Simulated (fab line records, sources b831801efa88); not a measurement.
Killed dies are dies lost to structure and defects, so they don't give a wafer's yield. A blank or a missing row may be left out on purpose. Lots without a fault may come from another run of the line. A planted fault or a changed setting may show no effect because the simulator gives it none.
fab line records | flow sky130
record lots=14 wafers=42 last_day=50
route steps=708 shown SONOS_ONO@168
lots that met no fault: from a run of the same line without faults
start_h: hours from the record's first day to the start of the lot's first wafer shown | wait_h: hours since the lot's step before | " the same as in the row above | L1.1+2: a row that stands for several wafers | - no value, or no start given | * or withheld: withheld | < > ~ a bound
route shown NAME@n: a module of which the file shows steps, and the number in the route of the first | usual: mean/standard deviation of fault-free wafers | same: alike in all rows | chamber/n: place in a boat | sites: the reading at each site | _std_site: their standard deviation | _edge_site: outer sites' mean less inner sites' | radius_mm: how far each site lies from the wafer's centre | mask NAME#n: copy n | behind: the tool/chamber that last shaped the wafer | hold: why the lot was held/for how many hours/how that ended | device: the transistor (n, p or np) that didn't switch | end of line: the same wafers' tests at the end of the route | a step without rows: its recipe alone | killed: dies lost to structure and defects at the first sort, not the wafer's yield | map: a wafer's dies, x killed, . not, _ none there
set.NAME: the setting as run; set.NAME@STEP: as run at that earlier step | model.NAME: the simulator's own value behind a step, which no gauge read
steps of the route over a sample of lots; a table a step, a row a wafer
services: from which hour (start_h, from the record's first day; less than 0 if before it) a tool's chamber was out of use, for how many hours, and why
## steps
# step SKY_SONOS_ONO_OXIDATION_00
# recipe temp_c=800 ambient=O2 idle_temp_c=700 ramp_up_c_per_min=10 ramp_down_c_per_min=3 stabilise_s=600 purge_s=300 target_thk_a=26 ox_time_s=1249
# usual spike_tc_bottom_C=820.5/2.1 spike_tc_centre_C=799.1/1.2 spike_tc_lower_C=799.7/1.4 spike_tc_top_C=814.0/2.5 spike_tc_upper_C=801.1/0.97 tube_center_temp_C=800/0.071 tube_center_temp_C_max=802.0/0.35 zone_power_centre_pct=14.48/0.22 zone_power_upper_pct=14.1/0.36
# columns lot.wafer tool chamber start_h wait_h spike_tc_bottom_C spike_tc_centre_C spike_tc_lower_C spike_tc_top_C spike_tc_upper_C tube_center_temp_C tube_center_temp_C_max zone_power_centre_pct zone_power_upper_pct
L503.1 furnace-01 0 246.10 1.0 819.6 799.9 798.7 817.0 798.4 800.02 802.0 14.18 13.9
L503.4 " 0 " " 818.9 797.6 798.7 816.3 802.1 800 802.3 14.36 13.9
L503.6 " 0 " " 817.6 800.0 799.5 814.2 800.0 800.12 802.2 14.33 13.9
L504.1 furnace-02 0 255.27 0.6 823.0 799.1 801.1 810.9 800.8 800.02 801.7 14.40 14.7
L504.3 " 0 " " 822.5 796.9 801.8 813.6 801.6 799.99 802.0 14.85 14.7
L504.4 " 0 " " 823.7 800.7 800.6 811.1 801.7 799.93 802.3 14.82 14.6
L505.2 furnace-02 0 266.83 1.2 823.0 798.5 802.2 812.3 802.6 799.9 802.6 14.86 14.4
L505.5 " 0 " " 824.5 797.3 799.8 812.5 801.4 800.02 801.7 14.90 14.6
L505.6 " 0 " " 823.2 799.4 801.8 812.7 801.3 799.97 802.3 14.59 14.6
L506.1 furnace-01 0 272.11 1.9 819.1 798.9 800.9 817.5 799.9 800.04 802.4 14.39 13.8
L506.3 " 0 " " 819.9 799.6 800.7 816.0 801.4 799.93 801.1 14.40 14.0
L506.6 " 0 " " 819.2 799.0 798.2 814.4 801.7 799.94 801.7 14.37 13.9
L509.1 furnace-01 0 293.43 0.0 819.0 797.6 798.0 816.1 799.9 800 802.2 14.26 14.0
L509.2 " 0 " " 819.0 799.3 798.7 815.9 801.6 799.9 801.6 14.23 13.7
L509.5 " 0 " " 819.2 800.3 799.0 814.6 801.8 799.99 802.2 14.43 13.8
L510.2 furnace-01 0 298.04 0.1 780.5 761.8 760.9 778.4 764.5 762.51 764.4 13.09 12.7
L510.4 " 0 " " 783.1 761.6 762.3 778.0 763.2 762.64 764.7 12.99 12.6
L510.5 " 0 " " 780.7 760.7 763.9 779.0 763.7 762.49 764.6 13.30 12.3
L511.2 furnace-01 0 307.85 2.2 783.3 759.9 762.6 780.6 763.6 762.59 764.2 13.27 12.6
L511.4 " 0 " " 783.4 759.9 760.3 780.1 762.5 762.56 764.5 13.12 12.7
L511.6 " 0 " " 783.1 763.5 760.3 778.2 764.2 762.5 764.0 13.10 12.6
L519.2 furnace-01 0 375.40 1.6 818.4 800.5 798.1 815.3 799.9 799.89 802.3 14.36 14.1
L519.4 " 0 " " 819.0 800.6 798.4 816.1 800.7 799.96 802.2 13.96 14.0
L519.5 " 0 " " 819.3 800.3 801.5 816.1 801.7 800.09 802.6 14.31 13.9
L520.1 furnace-02 0 381.64 0.4 823.6 799.6 800.5 811.9 801.8 800 801.9 14.84 14.6
L520.3 " 0 " " 821.8 797.0 800.7 811.6 801.2 800.03 801.8 14.60 14.6
L520.6 " 0 " " 822.8 798.0 801.9 812.1 800.9 799.91 802.5 14.78 14.6
L522.1 furnace-01 0 403.57 0.6 819.5 799.5 798.9 815.6 801.8 800.06 801.9 14.35 13.8
L522.2 " 0 " " 818.4 800.1 798.4 814.0 801.2 799.96 802.2 13.99 14.0
L522.5 " 0 " " 819.1 800.5 797.3 814.9 800.8 799.9 801.7 14.38 13.7
L523.3 furnace-01 0 413.34 0.6 818.4 800.1 798.6 815.6 800.1 799.95 801.8 14.51 13.7
L523.5 " 0 " " 820.1 800.0 799.0 815.7 801.1 799.9 801.5 14.35 13.8
L523.6 " 0 " " 818.9 801.6 800.8 814.5 800.4 799.98 801.7 14.36 13.8
L524.1 furnace-01 0 421.27 0.7 818.0 800.8 798.5 817.9 801.6 800.1 802.4 14.65 13.6
L524.3 " 0 " " 817.5 799.5 799.6 816.5 799.9 799.97 802.3 14.42 14.1
L524.6 " 0 " " 818.5 801.0 800.5 814.8 800.4 800.01 802.0 14.38 13.8
L525.1 furnace-01 0 439.29 0.0 817.6 800.1 799.6 816.4 799.1 799.95 802.6 14.18 13.7
L525.2 " 0 " " 819.1 800.2 798.0 815.6 801.9 800.16 801.9 14.17 14.0
L525.4 " 0 " " 819.2 799.7 799.2 814.6 801.1 800.03 802.7 14.44 13.6
L526.1 furnace-01 0 454.52 0.3 817.8 799.6 800.0 816.6 801.2 799.96 802.1 14.60 13.7
L526.2 " 0 " " 820.4 798.8 798.7 816.4 800.1 800 801.7 14.35 14.1
L526.4 " 0 " " 819.4 798.6 798.6 815.4 802.9 799.98 802.0 14.50 13.7
# step SKY_SONOS_ONO_THK_MEAS_01
# recipe reads=SiO2_of_SONOS_ONO_OXIDATION_00
# usual SONOS_ONO_OXIDATION_THK=2.60/0.049
# columns lot.wafer tool chamber start_h wait_h SONOS_ONO_OXIDATION_THK[nm]
L503.1 film_metro-03 - 247.45 0.0 2.60
L503.4 " - " " 2.53
L503.6 " - " " 2.63
L504.1 film_metro-02 - 256.62 0.0 2.63
L504.3 " - " " 2.66
L504.4 " - " " 2.61
L505.2 film_metro-04 - 268.18 0.0 2.59
L505.5 " - " " 2.56
L505.6 " - " " 2.64
L506.1 film_metro-03 - 273.46 0.0 2.68
L506.3 " - " " 2.69
L506.6 " - " " 2.72
L509.1 film_metro-03 - 294.78 0.0 2.53
L509.2 " - " " 2.57
L509.5 " - " " 2.51
L510.2 film_metro-04 - 299.40 0.0 1.43
L510.4 " - " " 1.49
L510.5 " - " " 1.49
L511.2 film_metro-02 - 309.21 0.0 1.46
L511.4 " - " " 1.53
L511.6 " - " " 1.58
L519.2 film_metro-03 - 376.75 0.0 2.57
L519.4 " - " " 2.58
L519.5 " - " " 2.50
L520.1 film_metro-04 - 382.99 0.0 2.53
L520.3 " - " " 2.54
L520.6 " - " " 2.61
L522.1 film_metro-03 - 404.92 0.0 2.61
L522.2 " - " " 2.52
L522.5 " - " " 2.56
L523.3 film_metro-03 - 414.70 0.0 2.60
L523.5 " - " " 2.60
L523.6 " - " " 2.62
L524.1 film_metro-04 - 422.61 0.0 2.64
L524.3 " - " " 2.60
L524.6 " - " " 2.59
L525.1 film_metro-02 - 440.63 0.0 2.55
L525.2 " - " " 2.59
L525.4 " - " " 2.62
L526.1 film_metro-02 - 455.87 0.0 2.63
L526.2 " - " " 2.64
L526.4 " - " " 2.68
## services
# columns tool chamber start_h hours kind
furnace-02 - 228.02 3.9 pm
furnace-01 - 303.59 2.9 pm
furnace-01 - 316.26 31.1 repair
furnace-02 - 353.25 2.6 pm
furnace-01 - 368.63 2.6 pm
## key
first_sign step=SKY_SONOS_ONO_OXIDATION_00 reading=tube_center_temp_C direction=down sigmas=99+ usual=* struck=*
effect step=SKY_SONOS_ONO_OXIDATION_00 reading=tube_center_temp_C_max direction=down sigmas=99+ usual=* struck=*
effect step=SKY_SONOS_ONO_THK_MEAS_01 reading=SONOS_ONO_OXIDATION_THK direction=down sigmas=22 usual=2.60 struck=1.50
met_at SKY_SONOS_ONO_OXIDATION_00
struck_lots L510,L511
tester_left_out L510,L511
onset_between 293.43 298.04
fault kind=process_parameter_drift tool=furnace-01 chamber=- onset_h=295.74 steps=SKY_SONOS_ONO_OXIDATION_00 channel=temp_c offset=* shape=step end_h=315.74 acts_in=* stated=*
# tester_left_out: of these lots the tester's yield and bins aren't shown, on N5 and GAA mostly nor the transistor test; their killed dies are dies lost to structure and defects alone, not to doping, threshold or leakage, so they don't give the yield
